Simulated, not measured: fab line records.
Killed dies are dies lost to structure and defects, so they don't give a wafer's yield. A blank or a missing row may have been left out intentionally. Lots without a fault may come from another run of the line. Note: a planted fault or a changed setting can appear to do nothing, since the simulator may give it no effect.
fab line records -- flow gf180mcu
[record] lots = 14, wafers = 42, last_day = 34
route steps=602 shown VT_IMPLANT@110 HV_LDD@186
lots that met no fault: taken from a fault-free run of the same line
start_h: start of the lot's first displayed wafer, in hours after the record's first day -- wait_h: time in hours since the lot's previous step -- " repeats the value in the row above -- L1.1+2: one row covering several wafers at once -- - value missing, or start not given -- * or withheld: withheld -- < > ~ a bound
route shown NAME@n: names a module that has steps shown in the file, with the first one's number in the route -- usual: mean/standard deviation taken from wafers without a fault -- same: alike in all rows -- chamber/n: place in a boat -- sites: the reading at each site -- _std_site: their standard deviation -- _edge_site: the outer-site mean with the inner-site mean subtracted -- radius_mm: for every site, how far away it sits from the centre of the wafer -- mask NAME#n: copy n -- behind: the last tool/chamber to shape the wafer -- hold: cause of the lot's hold/its duration in hours/its outcome -- device: the n, p or np transistor that did not switch -- end of line: the route-end tests of the same wafers -- a step with no rows: only its recipe -- killed: count of dies lost to structure and defects at first sort (not the wafer's yield) -- map: dies across one wafer; x = killed, . = not, _ = none there
set.NAME: setting as actually run; set.NAME@STEP: the setting as run at that earlier step -- model.NAME: the simulator's own value behind a step, which no gauge read
steps of the route over a sample of lots; a table a step, a row a wafer
services: from which hour (start_h, from the record's first day; less than 0 if before it) a tool's chamber was out of use, for how many hours, and why
[[steps]]
[step GF_VT_IMPLANT_STRIP_20]
[recipe] chemistry = O2/N2, power_w = 1400, pressure_mtorr = 1500, platen_temp_c = 250, o2_flow_sccm = 3000, n2_flow_sccm = 300, overash_fraction = 0.5
[usual] drypump_motor_current_A = 5.6/0.58, heater_power_w = 335/27, oes_product_au = 0.716/0.0041, platen_temp_c = 250.01/0.18, strip_time_to_endpoint_s = 12.57/0.033
lot.wafer,tool,chamber,start_h,wait_h,drypump_motor_current_A,heater_power_w,oes_product_au,platen_temp_c,rf_hours_counter_h,strip_time_to_endpoint_s
L245.1,plasma_asher-01,0,124.83,0.1,4.7,364,0.709,250.02,34,12.53
L245.3,plasma_asher-01,1,124.83,0.1,6.0,325,0.715,250.05,-,12.54
L245.5,plasma_asher-01,1,124.83,0.1,6.0,332,0.718,249.89,-,12.54
L247.1,plasma_asher-03,1,136.73,0.1,6.4,335,0.726,249.96,56,12.58
L247.3,plasma_asher-03,1,136.73,0.1,6.4,345,0.718,250.08,-,12.59
L247.4,plasma_asher-03,0,136.73,0.1,5.5,283,0.722,249.82,-,12.57
L248.1,plasma_asher-01,0,142.44,0.1,4.7,350,0.711,249.77,35,12.64
L248.3,plasma_asher-01,1,142.44,0.1,6.0,329,0.716,249.98,-,12.62
L248.4,plasma_asher-01,0,142.44,0.1,4.7,363,0.723,249.91,-,12.64
L257.2,plasma_asher-03,0,206.64,0.1,5.5,287,0.713,250.21,63,12.58
L257.4,plasma_asher-03,0,206.64,0.1,5.5,287,0.717,250.27,-,12.60
L257.5,plasma_asher-03,1,206.64,0.1,6.4,344,0.719,249.83,-,12.59
L258.2,plasma_asher-03,0,211.09,0.1,5.5,294,0.720,250.05,63,12.57
L258.4,plasma_asher-03,1,211.09,0.1,6.4,337,0.719,249.96,-,12.58
L258.5,plasma_asher-03,1,211.09,0.1,6.3,343,0.708,250.01,-,12.55
L259.1,plasma_asher-01,0,217.62,0.1,4.7,368,0.717,250.28,43,12.63
L259.5,plasma_asher-01,0,217.62,0.1,4.7,360,0.722,249.92,-,12.59
L259.6,plasma_asher-01,1,217.62,0.1,6.0,328,0.721,249.88,-,12.63
L261.3,plasma_asher-03,0,228.21,0.1,5.5,286,0.715,249.57,-,12.61
L261.5,plasma_asher-03,0,228.21,0.1,5.5,287,0.715,249.94,-,12.61
L261.6,plasma_asher-03,1,228.21,0.1,6.4,340,0.715,250.11,-,12.60
L260.1,plasma_asher-02,0,228.47,0.1,5.3,339,0.713,250.03,12,12.51
L260.4,plasma_asher-02,0,228.47,0.1,5.3,346,0.713,249.99,-,12.52
L260.6,plasma_asher-02,1,228.47,0.1,5.7,360,0.722,250.06,-,12.54
L262.1,plasma_asher-01,0,235.12,0.1,4.7,354,0.714,249.99,45,12.58
L262.2,plasma_asher-01,1,235.12,0.1,6.0,320,0.718,250.08,45,12.57
L262.4,plasma_asher-01,0,235.12,0.1,4.7,367,0.716,249.87,-,12.57
L263.3,plasma_asher-01,1,238.68,0.1,6.0,324,0.713,250.24,-,12.53
L263.4,plasma_asher-01,0,238.68,0.1,4.7,364,0.715,249.87,-,12.56
L263.5,plasma_asher-01,0,238.68,0.1,4.7,359,0.716,250.02,-,12.56
L264.3,plasma_asher-03,0,245.91,0.1,5.6,290,0.718,250.01,-,12.57
L264.4,plasma_asher-03,1,245.91,0.1,6.4,351,0.721,250.26,-,12.55
L264.6,plasma_asher-03,1,245.91,0.1,6.4,347,0.717,249.93,-,12.56
L265.2,plasma_asher-02,1,251.69,0.1,5.7,363,0.715,249.95,14,12.51
L265.3,plasma_asher-02,0,251.69,0.1,5.3,341,0.722,250.34,-,12.52
L265.4,plasma_asher-02,1,251.69,0.1,5.7,359,0.714,250.15,-,12.53
L266.2,plasma_asher-01,1,267.72,0.1,6.0,323,0.725,250.13,48,12.55
L266.4,plasma_asher-01,1,267.72,0.1,6.0,323,0.717,250.00,-,12.49
L266.6,plasma_asher-01,1,267.72,0.1,6.0,324,0.716,250.16,-,12.54
L268.3,plasma_asher-02,1,279.62,0.1,5.7,357,0.717,249.74,-,12.57
L268.4,plasma_asher-02,0,279.62,0.1,5.3,337,0.723,249.70,-,12.60
L268.5,plasma_asher-02,0,279.62,0.1,5.3,335,0.718,249.84,-,12.57
[step GF_HV_LDD_STRIP_10]
[recipe] chemistry = O2/N2, power_w = 1400, pressure_mtorr = 1500, platen_temp_c = 250, o2_flow_sccm = 3000, n2_flow_sccm = 300, overash_fraction = 0.5
[usual] drypump_motor_current_A = 5.7/0.39, heater_power_w = 331/25, oes_product_au = 0.716/0.0045, platen_temp_c = 250.01/0.17, strip_time_to_endpoint_s = 12.71/0.038
lot.wafer,tool,chamber,start_h,wait_h,drypump_motor_current_A,heater_power_w,oes_product_au,platen_temp_c,rf_hours_counter_h,strip_time_to_endpoint_s
L245.1,plasma_asher-04,0,216.86,0.1,5.3,313,0.713,250.14,51,12.69
L245.3,plasma_asher-04,0,216.86,0.1,5.3,310,0.716,249.79,-,12.67
L245.5,plasma_asher-04,0,216.86,0.1,5.3,326,0.711,250.17,-,12.68
L247.1,plasma_asher-02,1,228.94,0.1,5.7,363,0.716,250.19,12,12.70
L247.3,plasma_asher-02,0,228.94,0.1,5.4,342,0.718,250.18,-,12.70
L247.4,plasma_asher-02,1,228.94,0.1,5.7,369,0.715,250.02,-,12.72
L248.1,plasma_asher-02,0,235.89,0.1,5.4,336,0.722,249.64,12,12.70
L248.3,plasma_asher-02,0,235.89,0.1,5.4,345,0.720,250.07,-,12.71
L248.4,plasma_asher-02,1,235.89,0.1,5.7,357,0.718,250.01,-,12.67
L257.2,plasma_asher-04,1,310.01,0.1,6.1,330,0.714,250.03,59,12.69
L257.4,plasma_asher-04,0,310.01,0.1,5.3,310,0.717,250.17,-,12.70
L257.5,plasma_asher-04,0,310.01,0.1,5.3,314,0.719,250.02,-,12.73
L258.2,plasma_asher-02,1,315.71,0.1,5.7,362,0.712,249.76,22,12.73
L258.4,plasma_asher-02,1,315.71,0.1,5.7,354,0.720,249.96,-,12.79
L258.5,plasma_asher-02,1,315.71,0.1,5.7,363,0.717,249.97,-,12.73
L259.1,plasma_asher-03,1,320.04,0.1,6.4,332,0.711,249.90,75,12.68
L259.5,plasma_asher-03,0,320.04,0.1,5.6,296,0.716,250.12,-,12.74
L259.6,plasma_asher-03,1,320.04,0.1,6.4,348,0.711,249.95,-,12.72
L261.3,plasma_asher-04,1,335.14,0.1,6.1,338,0.716,249.74,-,12.71
L261.5,plasma_asher-04,0,335.14,0.1,5.3,318,0.707,250.22,-,12.72
L261.6,plasma_asher-04,1,335.14,0.1,6.1,339,0.714,249.88,-,12.79
L260.1,plasma_asher-03,1,339.56,0.1,6.4,341,0.719,249.89,77,12.69
L260.4,plasma_asher-03,0,339.56,0.1,5.5,288,0.720,249.91,-,12.64
L260.6,plasma_asher-03,0,339.56,0.1,5.5,285,0.715,250.00,-,12.63
L262.1,plasma_asher-02,1,342.98,0.1,5.7,350,0.719,249.97,25,12.71
L262.2,plasma_asher-02,0,342.98,0.1,5.4,350,0.717,249.84,25,12.74
L262.4,plasma_asher-02,1,342.98,0.1,5.7,361,0.717,249.70,-,12.75
L263.3,plasma_asher-04,0,346.63,0.1,5.3,316,0.712,249.84,-,12.65
L263.4,plasma_asher-04,1,346.63,0.1,6.1,335,0.721,249.98,-,12.68
L263.5,plasma_asher-04,1,346.63,0.1,6.1,332,0.713,250.03,-,12.71
L264.3,plasma_asher-02,1,356.68,0.1,5.7,350,0.719,250.34,-,12.66
L264.4,plasma_asher-02,0,356.68,0.1,5.3,342,0.717,249.96,-,12.63
L264.6,plasma_asher-02,1,356.68,0.1,5.7,366,0.715,250.30,-,12.64
L265.2,plasma_asher-03,1,362.39,0.1,6.4,345,0.715,250.06,79,12.70
L265.3,plasma_asher-03,0,362.39,0.1,5.5,281,0.715,250.14,-,12.72
L265.4,plasma_asher-03,1,362.39,0.1,6.4,340,0.719,250.25,-,12.68
L266.2,plasma_asher-03,1,381.66,0.1,6.4,335,0.710,250.05,81,12.75
L266.4,plasma_asher-03,1,381.66,0.1,6.4,336,0.714,250.13,-,12.74
L266.6,plasma_asher-03,1,381.66,0.1,6.4,341,0.711,250.09,-,12.75
L268.3,plasma_asher-03,1,392.56,0.1,6.3,352,0.714,249.78,-,12.76
L268.4,plasma_asher-03,0,392.56,0.1,5.5,290,0.711,250.12,-,12.71
L268.5,plasma_asher-03,1,392.56,0.1,6.4,347,0.716,250.00,-,12.74
[step GF_HV_LDD_IMPLANT_21]
[recipe] species = BF2, energy_kev = 25, dose_cm2 = 5e+13, tilt_deg = 7
[usual] beam_energy_keV = 25.001/0.008, beam_on_s = 10.00/0.18
lot.wafer,tool,chamber,start_h,wait_h,beam_energy_keV,beam_on_s
L245.1,implanter-03,0,234.49,0.0,25.010,9.91
L245.3,implanter-03,0,234.49,0.0,24.997,9.96
L245.5,implanter-03,0,234.49,0.0,24.996,10.40
L247.1,implanter-02,-,247.09,0.0,-,-
L247.3,implanter-02,-,247.09,0.0,-,-
L247.4,implanter-02,-,247.09,0.0,-,-
L248.1,implanter-03,-,254.59,0.0,-,-
L248.3,implanter-03,-,254.59,0.0,-,-
L248.4,implanter-03,-,254.59,0.0,-,-
L257.2,implanter-02,0,331.11,0.0,25.003,10.11
L257.4,implanter-02,0,331.11,0.0,25.005,10.01
L257.5,implanter-02,0,331.11,0.0,25.016,9.91
L258.2,implanter-02,0,337.01,0.0,25.009,10.30
L258.4,implanter-02,0,337.01,0.0,25.018,10.05
L258.5,implanter-02,0,337.01,0.0,25.014,10.40
L259.1,implanter-03,0,341.28,0.0,25.004,10.00
L259.5,implanter-03,0,341.28,0.0,24.989,10.23
L259.6,implanter-03,0,341.28,0.0,25.003,9.95
L261.3,implanter-02,0,356.24,0.1,25.008,9.92
L261.5,implanter-02,0,356.24,0.1,25.003,9.94
L261.6,implanter-02,0,356.24,0.1,25.000,10.06
L260.1,implanter-02,0,362.03,0.0,25.006,10.11
L260.4,implanter-02,0,362.03,0.0,25.012,9.75
L260.6,implanter-02,0,362.03,0.0,25.003,9.94
L262.1,implanter-03,0,366.41,1.6,25.001,9.93
L262.2,implanter-03,0,366.41,1.6,25.007,9.98
L262.4,implanter-03,0,366.41,1.6,24.997,9.65
L263.3,implanter-04,0,368.81,0.1,24.995,9.95
L263.4,implanter-04,0,368.81,0.1,24.993,10.03
L263.5,implanter-04,0,368.81,0.1,25.008,9.81
L264.3,implanter-04,0,379.03,0.1,24.993,10.14
L264.4,implanter-04,0,379.03,0.1,24.980,9.99
L264.6,implanter-04,0,379.03,0.1,25.001,9.90
L265.2,implanter-03,0,384.79,0.0,25.000,9.94
L265.3,implanter-03,0,384.79,0.0,25.015,9.94
L265.4,implanter-03,0,384.79,0.0,24.991,9.88
L266.2,implanter-03,0,403.62,0.0,24.996,9.80
L266.4,implanter-03,0,403.62,0.0,24.986,10.05
L266.6,implanter-03,0,403.62,0.0,24.987,9.89
L268.3,implanter-04,0,415.14,0.1,24.995,10.15
L268.4,implanter-04,0,415.14,0.1,24.993,10.16
L268.5,implanter-04,0,415.14,0.1,24.986,9.77
[step GF_HV_LDD_STRIP_22]
[recipe] chemistry = O2/N2, power_w = 1400, pressure_mtorr = 1500, platen_temp_c = 250, o2_flow_sccm = 3000, n2_flow_sccm = 300, overash_fraction = 0.5
[usual] drypump_motor_current_A = 5.7/0.37, heater_power_w = 332/20, oes_product_au = 0.716/0.0044, platen_temp_c = 250.02/0.2, strip_time_to_endpoint_s = 12.64/0.036
lot.wafer,tool,chamber,start_h,wait_h,drypump_motor_current_A,heater_power_w,oes_product_au,platen_temp_c,rf_hours_counter_h,strip_time_to_endpoint_s
L245.1,plasma_asher-03,1,234.64,0.1,6.4,334,0.715,250.23,66,12.70
L245.3,plasma_asher-03,0,234.64,0.1,5.5,285,0.716,250.18,-,12.67
L245.5,plasma_asher-03,0,234.64,0.1,5.6,283,0.715,249.98,-,12.67
L247.1,plasma_asher-02,1,247.24,0.1,5.7,362,0.707,250.14,14,12.63
L247.3,plasma_asher-02,0,247.24,0.1,5.4,334,0.717,249.83,-,12.62
L247.4,plasma_asher-02,1,247.24,0.1,5.7,361,0.717,250.17,-,12.62
L248.1,plasma_asher-03,0,254.74,0.1,5.5,288,0.714,249.63,68,12.63
L248.3,plasma_asher-03,0,254.74,0.1,5.6,287,0.718,250.13,-,12.62
L248.4,plasma_asher-03,1,254.74,0.1,6.3,344,0.713,249.88,-,12.65
L257.2,plasma_asher-04,1,331.24,0.1,6.1,332,0.709,250.06,61,12.64
L257.4,plasma_asher-04,0,331.24,0.1,5.3,316,0.721,250.01,-,12.60
L257.5,plasma_asher-04,0,331.24,0.1,5.3,311,0.711,250.05,-,12.55
L258.2,plasma_asher-03,1,337.14,0.1,6.4,351,0.721,250.34,77,12.67
L258.4,plasma_asher-03,0,337.14,0.1,5.5,292,0.716,249.79,-,12.64
L258.5,plasma_asher-03,1,337.14,0.1,6.4,344,0.714,250.03,-,12.65
L259.1,plasma_asher-04,1,341.43,0.1,6.1,340,0.713,250.00,62,12.68
L259.5,plasma_asher-04,1,341.43,0.1,6.1,331,0.724,249.76,-,12.69
L259.6,plasma_asher-04,0,341.43,0.1,5.3,311,0.704,250.15,-,12.62
L261.3,plasma_asher-04,0,356.38,0.1,5.3,311,0.719,250.25,-,12.67
L261.5,plasma_asher-04,0,356.38,0.1,5.3,316,0.714,250.07,-,12.72
L261.6,plasma_asher-04,1,356.38,0.1,6.1,338,0.712,250.42,-,12.72
L260.1,plasma_asher-04,0,362.18,0.1,5.3,316,0.718,250.12,64,12.61
L260.4,plasma_asher-04,0,362.18,0.1,5.3,314,0.707,250.09,-,12.62
L260.6,plasma_asher-04,1,362.18,0.1,6.1,331,0.726,250.28,-,12.62
L262.1,plasma_asher-04,0,366.56,0.1,5.3,321,0.721,249.93,65,12.68
L262.2,plasma_asher-04,1,366.56,0.1,6.1,328,0.713,250.06,65,12.65
L262.4,plasma_asher-04,0,366.56,0.1,5.3,313,0.713,249.99,-,12.66
L263.3,plasma_asher-04,0,368.94,0.1,5.3,314,0.722,250.27,-,12.62
L263.4,plasma_asher-04,1,368.94,0.1,6.1,344,0.712,249.80,-,12.57
L263.5,plasma_asher-04,0,368.94,0.1,5.3,318,0.720,249.84,-,12.63
L264.3,plasma_asher-04,1,379.17,0.1,6.1,342,0.711,249.92,-,12.59
L264.4,plasma_asher-04,0,379.17,0.1,5.3,315,0.710,249.78,-,12.58
L264.6,plasma_asher-04,1,379.17,0.1,6.1,337,0.719,250.16,-,12.60
L265.2,plasma_asher-02,1,384.91,0.1,5.7,366,0.726,250.48,29,12.62
L265.3,plasma_asher-02,1,384.91,0.1,5.7,363,0.723,250.23,-,12.64
L265.4,plasma_asher-02,0,384.91,0.1,5.4,340,0.713,250.02,-,12.64
L266.2,plasma_asher-02,0,403.74,0.1,5.4,337,0.713,249.83,31,12.66
L266.4,plasma_asher-02,0,403.74,0.1,5.3,332,0.720,250.02,-,12.67
L266.6,plasma_asher-02,0,403.74,0.1,5.4,340,0.715,250.19,-,12.67
L268.3,plasma_asher-02,1,415.28,0.1,5.7,357,0.718,250.15,-,12.62
L268.4,plasma_asher-02,0,415.28,0.1,5.4,344,0.714,249.89,-,12.60
L268.5,plasma_asher-02,1,415.28,0.1,5.7,354,0.711,250.09,-,12.65
[step GF_HV_LDD_TW_MEAS_23]
[usual] HV_LDD_2_TW = 1065/4.9
lot.wafer,tool,chamber,start_h,wait_h,HV_LDD_2_TW
L245.1,film_metro-03,-,234.74,0.1,1059
L245.3,film_metro-03,-,234.74,0.1,1066
L245.5,film_metro-03,-,234.74,0.1,1064
L247.1,film_metro-04,-,247.34,0.1,30
L247.3,film_metro-04,-,247.34,0.1,30
L247.4,film_metro-04,-,247.34,0.1,31
L248.1,film_metro-03,-,254.84,0.1,30
L248.3,film_metro-03,-,254.84,0.1,30
L248.4,film_metro-03,-,254.84,0.1,30
L257.2,film_metro-04,-,331.35,0.1,1065
L257.4,film_metro-04,-,331.35,0.1,1074
L257.5,film_metro-04,-,331.35,0.1,1062
L258.2,film_metro-03,-,337.25,0.1,1072
L258.4,film_metro-03,-,337.25,0.1,1072
L258.5,film_metro-03,-,337.25,0.1,1071
L259.1,film_metro-04,-,341.53,0.1,1068
L259.5,film_metro-04,-,341.53,0.1,1071
L259.6,film_metro-04,-,341.53,0.1,1067
L261.3,film_metro-03,-,356.46,0.1,1068
L261.5,film_metro-03,-,356.46,0.1,1074
L261.6,film_metro-03,-,356.46,0.1,1069
L260.1,film_metro-04,-,362.28,0.1,1063
L260.4,film_metro-04,-,362.28,0.1,1059
L260.6,film_metro-04,-,362.28,0.1,1059
L262.1,film_metro-03,-,366.66,0.1,1070
L262.2,film_metro-03,-,366.66,0.1,1070
L262.4,film_metro-03,-,366.66,0.1,1073
L263.3,film_metro-03,-,369.03,0.1,1062
L263.4,film_metro-03,-,369.03,0.1,1063
L263.5,film_metro-03,-,369.03,0.1,1067
L264.3,film_metro-04,-,379.25,0.1,1065
L264.4,film_metro-04,-,379.25,0.1,1061
L264.6,film_metro-04,-,379.25,0.1,1059
L265.2,film_metro-04,-,385.02,0.1,1065
L265.3,film_metro-04,-,385.02,0.1,1064
L265.4,film_metro-04,-,385.02,0.1,1066
L266.2,film_metro-03,-,403.85,0.1,1069
L266.4,film_metro-03,-,403.85,0.1,1059
L266.6,film_metro-03,-,403.85,0.1,1059
L268.3,film_metro-04,-,415.36,0.1,1069
L268.4,film_metro-04,-,415.36,0.1,1077
L268.5,film_metro-04,-,415.36,0.1,1075
[[services]]
tool,chamber,start_h,hours,kind
plasma_asher-02,-,108.75,9.0,pm
plasma_asher-02,0,108.75,9.0,vent_cycle
plasma_asher-02,1,108.75,9.0,vent_cycle
plasma_asher-02,0,117.75,-,clean
plasma_asher-02,1,117.75,-,clean
implanter-04,-,136.06,1.4,repair
implanter-03,-,163.48,2.7,repair
implanter-03,-,166.20,3.5,pm
implanter-02,-,170.59,11.1,pm
implanter-03,-,170.77,3.4,repair
implanter-03,-,176.58,19.7,pm
plasma_asher-01,-,250.72,3.2,repair
plasma_asher-03,-,286.57,3.1,repair
implanter-04,-,291.11,10.7,repair
implanter-04,-,299.93,1.7,repair
implanter-02,-,300.41,1.9,repair
plasma_asher-04,-,301.47,2.8,pm
implanter-03,-,320.30,3.2,repair
plasma_asher-01,-,325.77,2.8,pm
implanter-03,-,339.59,1.1,repair
implanter-04,-,342.36,4.3,pm
implanter-02,-,363.28,28.5,repair
implanter-02,-,383.48,0.7,repair
implanter-03,-,408.41,2.3,repair
[[key]]
[first_sign] step = GF_HV_LDD_IMPLANT_21, reading = tool_record, direction = missing
[effect] step = GF_HV_LDD_TW_MEAS_23, reading = HV_LDD_2_TW, direction = down, sigmas = 99+, usual = 1065, struck = 30
met_at GF_HV_LDD_IMPLANT_21
struck_lots L247,L248
later_rows_left_out L247.1,L247.3,L247.4,L248.1,L248.3,L248.4
sort_left_out L247.1,L247.3,L247.4,L248.1,L248.3,L248.4
tester_left_out L247,L248
not_acting_at GF_VT_IMPLANT_STRIP_20,GF_HV_LDD_STRIP_10,GF_HV_LDD_STRIP_22
onset_between 234.49 247.09
[fault] kind = skipped_step_whole, tool = implanter-02,implanter-03, chamber = -, onset_h = 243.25, steps = GF_HV_LDD_IMPLANT_21, scope = struck_lots_only
// tester_left_out: of these lots the tester's yield and bins aren't shown, on N5 and GAA mostly nor the transistor test; their killed dies are dies lost to structure and defects alone, not to doping, threshold or leakage, so they don't give the yield
// sort_left_out: the simulated sort isn't trusted on such a fault, so these wafers' sort isn't shown, and their yield isn't known
// later_rows_left_out: the simulator's readings of these wafers behind a module that went badly wrong aren't trusted and aren't shown, but for the sort
